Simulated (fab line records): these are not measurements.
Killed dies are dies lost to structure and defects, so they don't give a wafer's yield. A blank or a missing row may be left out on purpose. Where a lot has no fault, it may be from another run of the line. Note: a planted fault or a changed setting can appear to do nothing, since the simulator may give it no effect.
What tool caused it? + flow sky130 + 13 lots with 39 wafers sampled at 3 steps, on a route of 708 steps

## WHAT THE GAUGES READ, wafer by wafer
SKY_CAPM_THK_MEAS_04: measures by xrf.
| lot  | measured     | on            | CAPM_TIN_THK (nm) |
|------|--------------|---------------|-------------------|
| L818 | day 36 15:29 | film metro-04 | 202.6 204.5 199.2 |
| L819 | day 36 15:37 | film metro-01 | 199.3 200.6 197.2 |
| L822 | day 37 11:08 | film metro-04 | 194.8 197.1 197.2 |
| L823 | day 37 20:27 | film metro-03 | 199.9 198.6 199.6 |
| L824 | day 38 02:10 | film metro-03 | 201.9 202.1 203.7 |
| L825 | day 38 18:08 | film metro-01 | 198.2 201.2 199.8 |
| L827 | day 39 15:50 | film metro-04 | 201.5 199.8 197.4 |
| L833 | day 41 14:28 | film metro-03 | 204.4 200.3 204.2 |
| L835 | day 42 01:38 | film metro-03 | 200.1 200.9 200.9 |
| L836 | day 42 03:40 | film metro-04 | 197.4 196.5 197.7 |
| L839 | day 42 14:02 | film metro-03 | 199.2 198.8 199.0 |
| L840 | day 43 01:48 | film metro-01 | 206.5 202.1 205.6 |
| L841 | day 43 07:21 | film metro-03 | 201.1 205.1 202.3 |

SKY_CAPM_OVL_MEAS_12.
| lot  | measured     | on         | CAPM_OVL (nm)  |
|------|--------------|------------|----------------|
| L818 | day 37 16:50 | overlay-02 | -1.0 -0.2 -1.5 |
| L819 | day 37 17:36 | overlay-02 | -1.7 -1.4 -1.5 |
| L822 | day 38 12:38 | overlay-01 | 1.1 -0.5 -0.7  |
| L823 | day 38 21:51 | overlay-02 | -0.9 1.8 0.4   |
| L824 | day 39 03:41 | overlay-02 | 1.8 -0.9 0.3   |
| L825 | day 39 19:27 | overlay-02 | 2.0 3.9 3.8    |
| L827 | day 40 16:08 | overlay-01 | -0.1 -0.8 -3.7 |
| L833 | day 42 13:42 | overlay-01 | 1.7 1.4 -0.9   |
| L835 | day 43 00:26 | overlay-01 | -0.3 -0.9 -0.9 |
| L836 | day 43 01:50 | overlay-02 | 0.8 0.3 1.0    |
| L839 | day 43 12:45 | overlay-01 | -0.7 -1.2 -0.4 |
| L840 | day 44 00:20 | overlay-02 | -1.9 -1.5 -2.9 |
| L841 | day 44 06:07 | overlay-01 | 1.1 0.7 0.7    |

## WHICH TOOL RAN EACH LOT (tool, then ch and the chambers of the sampled wafers, then the start)
| lot  | SKY_METAL3_SPUTTER_03        |
|------|------------------------------|
| L818 | pvd sputter-01, day 36 15:06 |
| L819 | pvd sputter-03, day 36 15:14 |
| L822 | pvd sputter-01, day 37 10:46 |
| L823 | pvd sputter-03, day 37 20:04 |
| L824 | pvd sputter-03, day 38 01:47 |
| L825 | pvd sputter-01, day 38 17:45 |
| L827 | pvd sputter-01, day 39 15:27 |
| L833 | pvd sputter-03, day 41 14:05 |
| L835 | pvd sputter-03, day 42 01:16 |
| L836 | pvd sputter-04, day 42 03:17 |
| L839 | pvd sputter-03, day 42 13:38 |
| L840 | pvd sputter-03, day 43 01:25 |
| L841 | pvd sputter-04, day 43 06:56 |
- SKY_METAL3_SPUTTER_03: material Ti, target thk 5 nm, time 3.3 s.

## AS READ BY THE TOOLS THEMSELVES (means over the sampled wafers that have a number; for cases with no such wafer, the mark the record gives instead)
SKY_METAL3_SPUTTER_03.
| lot  | tool           | cathode dc power W (W) | throttle valve pct (%) |
|------|----------------|------------------------|------------------------|
| L818 | pvd sputter-01 | 3000.1                 | 29.2                   |
| L819 | pvd sputter-03 | 2999.7                 | 29.7                   |
| L822 | pvd sputter-01 | 2999.4                 | 29.0                   |
| L823 | pvd sputter-03 | 3000.0                 | 30.0                   |
| L824 | pvd sputter-03 | 2999.9                 | 30.1                   |
| L825 | pvd sputter-01 | 3000.1                 | 28.5                   |
| L827 | pvd sputter-01 | 2999.9                 | 29.2                   |
| L833 | pvd sputter-03 | 3000.6                 | 30.1                   |
| L835 | pvd sputter-03 | 2999.7                 | 30.5                   |
| L836 | pvd sputter-04 | 2999.9                 | 29.5                   |
| L839 | pvd sputter-03 | 3000.4                 | 30.7                   |
| L840 | pvd sputter-03 | 3000.0                 | 30.2                   |
| L841 | pvd sputter-04 | 3000.2                 | 28.6                   |

## THE ANSWER, worked out from the rows above alone
Rule: the usual values come from the lots themselves. Put in order of their means at a reading, lots are off if they are a third of the lots or fewer, leave a main group of 4 or more, and stand apart from it by a gap of 3 or more times the standard deviation of the main group's means; of several such gaps the widest counts. The tables above print the reading to a certain number of digits; a main group whose means all agree to those digits is not used. Also off: a lot with no number at a reading for which 4 or more lots have one. Any other lot the step has rows for is counted as sound. After the gauges, taken in route order, come the tools' own readings; for these a lot's mean is taken, as printed above. The first step at which some lot is off is used, and at that step the reading that is off furthest; a lot without a number counts as furthest.
None of the lots is off at any reading shown; this tells nothing.

## WHAT WAS PUT IN BY THE SIMULATOR
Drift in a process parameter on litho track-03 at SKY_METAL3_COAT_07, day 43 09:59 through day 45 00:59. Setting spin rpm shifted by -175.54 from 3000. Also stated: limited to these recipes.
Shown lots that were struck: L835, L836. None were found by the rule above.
